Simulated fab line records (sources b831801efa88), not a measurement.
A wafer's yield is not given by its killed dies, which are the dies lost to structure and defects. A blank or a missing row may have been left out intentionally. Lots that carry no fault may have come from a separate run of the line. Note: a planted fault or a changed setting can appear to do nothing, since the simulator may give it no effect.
The tool behind it: which one? | flow sky130 | 33 wafers from 11 lots sampled at 5 of the route's 708 steps

== WHAT THE GAUGES SHOWED, per wafer ==
SKY_GATE_OXIDE_OVL_MEAS_10. Usual: GATE_OXIDE_OVL typically reads -1.2 nm, with standard deviation 1.4.
lot  | measured     | on         | GATE_OXIDE_OVL (nm) | flag
L382 | day 13 22:02 | overlay-02 | -0.4 -0.2 -0.9      |
L385 | day 15 11:24 | overlay-02 | 0.3 -1.0 -0.6       |
L386 | day 16 01:03 | overlay-02 | -1.0 -1.5 -0.6      |
L390 | day 17 11:11 | overlay-02 | -0.8 0.1 -3.0       |
L392 | day 18 02:39 | overlay-01 | -2.5 -2.2 0.1       |
L393 | day 18 10:03 | overlay-01 | -1.7 -1.1 -1.3      |
L394 | day 18 17:35 | overlay-02 | -0.7 -0.8 -0.2      |
L395 | day 19 08:23 | overlay-01 | - - -               | OFF
L396 | day 19 14:18 | overlay-02 | -2.1 -2.0 -1.2      |
L404 | day 22 03:54 | overlay-02 | -3.7 -2.2 -3.6      |
L405 | day 23 01:03 | overlay-02 | -2.5 -2.4 -3.3      |

SKY_GATE_OXIDE_TW_MEAS_14. Usual: GATE_OXIDE_TW typically reads 222.0, with standard deviation 2.1.
lot  | measured     | on            | GATE_OXIDE_TW     | flag
L382 | day 13 22:26 | film metro-04 | 225.4 224.6 224.6 |
L385 | day 15 11:47 | film metro-04 | 225.1 225.3 224.3 |
L386 | day 16 01:26 | film metro-01 | 222.5 222.2 221.8 |
L390 | day 17 11:35 | film metro-04 | 225.0 224.7 224.6 |
L392 | day 18 03:03 | film metro-03 | 220.0 219.7 220.1 |
L393 | day 18 10:27 | film metro-03 | 220.3 220.6 220.0 |
L394 | day 18 18:08 | film metro-03 | 218.6 220.1 220.0 |
L395 | day 19 08:46 | film metro-03 | 29.4 29.4 29.6    | OFF
L396 | day 19 14:42 | film metro-01 | 222.9 222.9 222.1 |
L404 | day 22 04:17 | film metro-01 | 221.7 220.6 221.4 |
L405 | day 23 01:27 | film metro-01 | 221.5 222.1 224.9 |

SKY_LI_CONTACT_RS_MEAS_22: a four-point-probe measurement. Usual: LI_CONTACT_W_RS typically reads 0.286 ohm/sq, with standard deviation 0.0035.
lot  | measured     | on            | LI_CONTACT_W_RS (ohm/sq) | flag
L382 | day 29 10:40 | film metro-04 | 0.286 0.292 0.287        |
L385 | day 30 18:20 | film metro-02 | 0.292 0.290 0.286        |
L386 | day 31 08:03 | film metro-04 | 0.287 0.288 0.289        |
L390 | day 32 17:44 | film metro-01 | 0.284 0.284 0.279        |
L392 | day 33 07:02 | film metro-02 | 0.284 0.283 0.282        |
L393 | day 33 19:10 | film metro-02 | 0.281 0.280 0.286        |
L394 | day 33 22:41 | film metro-02 | 0.285 0.285 0.285        |
L396 | day 34 12:34 | film metro-04 | 0.286 0.282 0.286        |
L404 | day 36 13:20 | film metro-02 | 0.288 0.282 0.284        |
L405 | day 37 05:08 | film metro-01 | 0.288 0.282 0.287        |

== TOOL THAT RAN EACH LOT (tool first, then ch and the chambers of the sampled wafers, then the start) ==
lot  | SKY_GATE_OXIDE_EXPOSE_07            | SKY_SD_N_STRIP_11
L382 | iline stepper-02 ch 0, day 13 08:53 | plasma asher-03 ch 0,1, day 28 03:44
L385 | iline stepper-02 ch 0, day 14 20:41 | plasma asher-04 ch 0,1, day 29 12:43
L386 | iline stepper-01 ch 0, day 15 11:07 | plasma asher-01 ch 0,1, day 30 02:17
L390 | iline stepper-02 ch 0, day 16 22:25 | plasma asher-04 ch 0,1, day 31 12:41
L392 | iline stepper-01 ch 0, day 17 11:50 | plasma asher-01 ch 0,1, day 32 02:05
L393 | iline stepper-02 ch 0, day 17 18:55 | plasma asher-03 ch 0,1, day 32 16:02
L394 | iline stepper-01 ch 0, day 18 03:19 | plasma asher-04 ch 0,1, day 32 19:50
L395 | iline stepper-02 ch 0, day 18 17:07 | -
L396 | iline stepper-02 ch 0, day 18 22:46 | plasma asher-04 ch 0,1, day 33 10:08
L404 | iline stepper-02 ch 0, day 21 12:28 | plasma asher-04 ch 0,1, day 35 09:41
L405 | iline stepper-01 ch 0, day 22 10:32 | plasma asher-04 ch 0,1, day 36 01:41
- SKY_GATE_OXIDE_EXPOSE_07: exposes mask LVOM, target cd 600 nm.
- SKY_SD_N_STRIP_11: strips in O2/N2.

== AS READ BY THE TOOLS THEMSELVES (means over the sampled wafers that have a number; for cases with no such wafer, the mark the record gives instead) ==
SKY_GATE_OXIDE_EXPOSE_07. Usual: stage vel mm s 499.97 mm/s, standard deviation 0.24.
lot  | tool             | stage vel mm s (mm/s) | flag
L382 | iline stepper-02 | 500.00                |
L385 | iline stepper-02 | 499.84                |
L386 | iline stepper-01 | 500.04                |
L390 | iline stepper-02 | 499.79                |
L392 | iline stepper-01 | 499.96                |
L393 | iline stepper-02 | 500.10                |
L394 | iline stepper-01 | 499.76                |
L395 | iline stepper-02 | 500.19                |
L396 | iline stepper-02 | 500.09                |
L404 | iline stepper-02 | 499.83                |
L405 | iline stepper-01 | 499.95                |

SKY_SD_N_STRIP_11. Usual: chamber pressure mTorr 1500.0 mTorr, standard deviation 1.4; drypump motor current A 5.6 A, standard deviation 0.48; oes product au 0.528 a.u., standard deviation 0.0042; strip time to endpoint s 22.54 s, standard deviation 0.044.
lot  | tool            | chamber pressure mTorr (mTorr) | drypump motor current A (A) | oes product au (a.u.) | strip time to endpoint s (s) | flag
L382 | plasma asher-03 | 1500.0                         | 6.3                         | 0.523                 | 22.45                        |
L385 | plasma asher-04 | 1500.4                         | 5.4                         | 0.527                 | 22.57                        |
L386 | plasma asher-01 | 1500.3                         | 5.6                         | 0.526                 | 22.54                        |
L390 | plasma asher-04 | 1499.4                         | 5.1                         | 0.530                 | 22.53                        |
L392 | plasma asher-01 | 1500.6                         | 5.6                         | 0.531                 | 22.56                        |
L393 | plasma asher-03 | 1500.8                         | 6.2                         | 0.522                 | 22.57                        |
L394 | plasma asher-04 | 1499.1                         | 5.4                         | 0.527                 | 22.51                        |
L396 | plasma asher-04 | 1500.8                         | 5.1                         | 0.524                 | 22.59                        |
L404 | plasma asher-04 | 1499.4                         | 5.4                         | 0.527                 | 22.53                        |
L405 | plasma asher-04 | 1499.5                         | 5.4                         | 0.527                 | 22.49                        |

== THE ANSWER, worked out from the rows above alone ==
Rule: a lot is off if the mean of its wafers that have a number lies more than 3 standard deviations from the usual mean. A lot without any number at a reading at which 4 lots or more have one is off too. Any other lot the step has rows for is counted as sound. First the gauges in route order, then the tools' own readings, where a lot's mean is used as printed above. At the first step where some lot is off, the reading lying furthest off is the one used; lots without a number count as furthest.
Off: L395, seen at SKY_GATE_OXIDE_OVL_MEAS_10 (GATE_OXIDE_OVL). Without a number there: L395.
If a tool, at a process step before that reading, ran all the lots that are off and no sound lot after the first of them, it fits. Not tried: the gauges at SKY_GATE_OXIDE_OVL_MEAS_10; whatever is off there is also off at SKY_GATE_OXIDE_TW_MEAS_14, on other tools, and gauge error can't account for it. No candidate that was tried fits.

== WHAT THE SIMULATOR HAD INSERTED ==
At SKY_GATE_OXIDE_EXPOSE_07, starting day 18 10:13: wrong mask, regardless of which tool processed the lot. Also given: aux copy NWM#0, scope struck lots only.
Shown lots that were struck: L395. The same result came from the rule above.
